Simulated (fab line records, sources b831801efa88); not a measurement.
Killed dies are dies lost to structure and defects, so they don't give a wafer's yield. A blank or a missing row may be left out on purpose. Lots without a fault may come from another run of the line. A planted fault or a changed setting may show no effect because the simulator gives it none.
A struck lot beside a sound one | flow sky130 | 31 steps out of a route of 708
Sound: wafers L734.1, L734.5, L734.6. Struck: wafer L747.4. (L747.5, L747.6 of the same lot were not struck and are left out.) The cause comes at the end.
At each step with rows: each side's tool, then ch and its chambers, then its first start. Under that, the readings that differ: sound wafers | struck wafers | difference of the means | sigmas: that difference in standard deviations of wafers without a fault.
alike: readings whose means differ by less than 2 such deviations, and words and numbers that are the same on both sides. not compared: withheld readings, readings that some wafer has no value for, bounds like >300 that may hide the same value, and numbers for which the record gives no deviation and whose values overlap.
The two part at a step that has a row with sigmas, a row that says differs or no value, or rows on one side only. Numbers that don't overlap but have no deviation are shown without sigmas and don't part them. A reading that every wafer of one side lacks parts them only if that side has two wafers or more.

first, 4 steps without rows for these wafers: SKY_CONTACT_STRIP_20 (strips in post etch residue remover, time 1200 s); SKY_CONTACT_CLEAN_21 (cleans in IPA, time 180 s); SKY_CONTACT_CLEAN_22 (cleans in O3/DIW); SKY_CONTACT_SPUTTER_23 (material TiN, target thk 20 nm, time 80 s).
SKY_CONTACT_CVD_24: deposits W, target thk 340 nm, time 102.12 s.
  sound on cvd_w-01 ch 0,1, day 32 14:08; struck on cvd_w-01 ch 1, day 36 18:40
  alike: heater_power_w, susceptor_temp_C
SKY_CONTACT_RS_MEAS_25: measures by four-point-probe.
  sound on film_metro-04, day 32 14:15; struck on film_metro-03, day 36 18:47
  alike: CONTACT_W_RS
SKY_CONTACT_THK_MEAS_26: measures by xrf.
  sound on film_metro-04, day 32 14:22; struck on film_metro-03, day 36 18:53
  alike: CONTACT_W_THK
then, 1 step without rows for these wafers: SKY_CONTACT_CMP_27 (polishes, stops on SiO2, t overpolish 15 s, target thk 0 nm).
SKY_METAL1_SPUTTER_00: material Ti, target thk 15 nm, time 10 s.
  sound on pvd_sputter-02, day 32 14:44; struck on pvd_sputter-02, day 36 19:13
  alike: throttle_valve_pct
SKY_METAL1_SPUTTER_01: material TiN, target thk 20 nm, time 16.7 s.
  sound on pvd_sputter-02, day 32 14:45; struck on pvd_sputter-02, day 36 19:14
  alike: throttle_valve_pct
then, 2 steps without rows for these wafers: SKY_METAL1_SPUTTER_02 (material AlCu, target thk 250 nm, time 13.3 s); SKY_METAL1_SPUTTER_03 (material Ti, target thk 5 nm, time 3.3 s).
SKY_METAL1_SPUTTER_04: material TiN, target thk 70 nm, time 58.3 s.
  sound on pvd_sputter-02, day 32 14:49; struck on pvd_sputter-02, day 36 19:19
  reading                                    | sound             | struck | difference | sigmas
  model.TiN_of_METAL1_SPUTTER_04.thk_nm (nm) | 69.08 70.28 69.77 | 72.04  | +2.33      |
  alike: throttle_valve_pct
SKY_METAL1_RS_MEAS_05: measures by four-point-probe.
  sound on film_metro-02, day 32 14:52; struck on film_metro-01, day 36 19:25
  alike: METAL1_ALCU_RS
SKY_METAL1_THK_MEAS_06: measures by xrf.
  sound on film_metro-02, day 32 14:59; struck on film_metro-01, day 36 19:30
  alike: METAL1_ALCU_THK
then, 8 steps without rows for these wafers: SKY_METAL1_DEHYDRATE_07 (time 60 s); SKY_METAL1_HMDS_08 (prime time 60 s); SKY_METAL1_COAT_09 (resist thk 60 nm); SKY_METAL1_COAT_10 (resist thk 450 nm); SKY_METAL1_SOFTBAKE_11 (time 90 s); SKY_METAL1_EXPOSE_12 (exposes mask MM1, target cd 140 nm); SKY_METAL1_PEB_13; SKY_METAL1_DEVELOP_14 (develop time 60 s).
SKY_METAL1_CD_MEAS_15: target cd 140 nm.
  sound on cd_sem-01, day 33 18:52; struck on cd_sem-02, day 37 21:33
  alike: cd_nm
SKY_METAL1_OVL_MEAS_16:
  sound on overlay-02, day 33 18:59; struck on overlay-01, day 37 21:38
  alike: METAL1_OVL
SKY_METAL1_DESCUM_17: chemistry O2, time 8 s.
  sound on rie_metal-01 ch 0, day 33 19:01; struck on rie_metal-02 ch 0, day 37 21:40
  alike: drypump_motor_current_A, oes_product_au, rf_fwd_power_W
  not compared: rf_hours_counter_h
then, 2 steps without rows for these wafers: SKY_METAL1_ETCH_18 (etches BARC in N2/H2, stops on SiO2, time 45.9 s, target depth 60 nm); SKY_METAL1_METAL_ETCH_19 (etches the open film in Cl2/BCl3, stops on SiO2, target depth 360 nm, time 78 s).
SKY_METAL1_STRIP_20: strips in O2/N2.
  sound on plasma_asher-01 ch 0,1, day 33 19:23; struck on plasma_asher-04 ch 0, day 37 21:52
  alike: drypump_motor_current_A, oes_product_au, strip_time_to_endpoint_s
  not compared: rf_hours_counter_h
SKY_METAL1_STRIP_21: strips in post etch residue remover, time 1200 s.
  sound on wet_bench-03 ch 3, day 33 19:29; struck on wet_bench-01 ch 0, day 37 21:56
  reading                                    | sound             | struck | difference | sigmas
  model.TiN_of_METAL1_SPUTTER_04.thk_nm (nm) | 68.66 69.86 69.35 | 71.62  | +2.33      |
then, 1 step without rows for these wafers: SKY_METAL1_CLEAN_22 (cleans in IPA, time 180 s).

WHERE THEY PART
Nowhere in this record.

WHY: what the simulator had put in
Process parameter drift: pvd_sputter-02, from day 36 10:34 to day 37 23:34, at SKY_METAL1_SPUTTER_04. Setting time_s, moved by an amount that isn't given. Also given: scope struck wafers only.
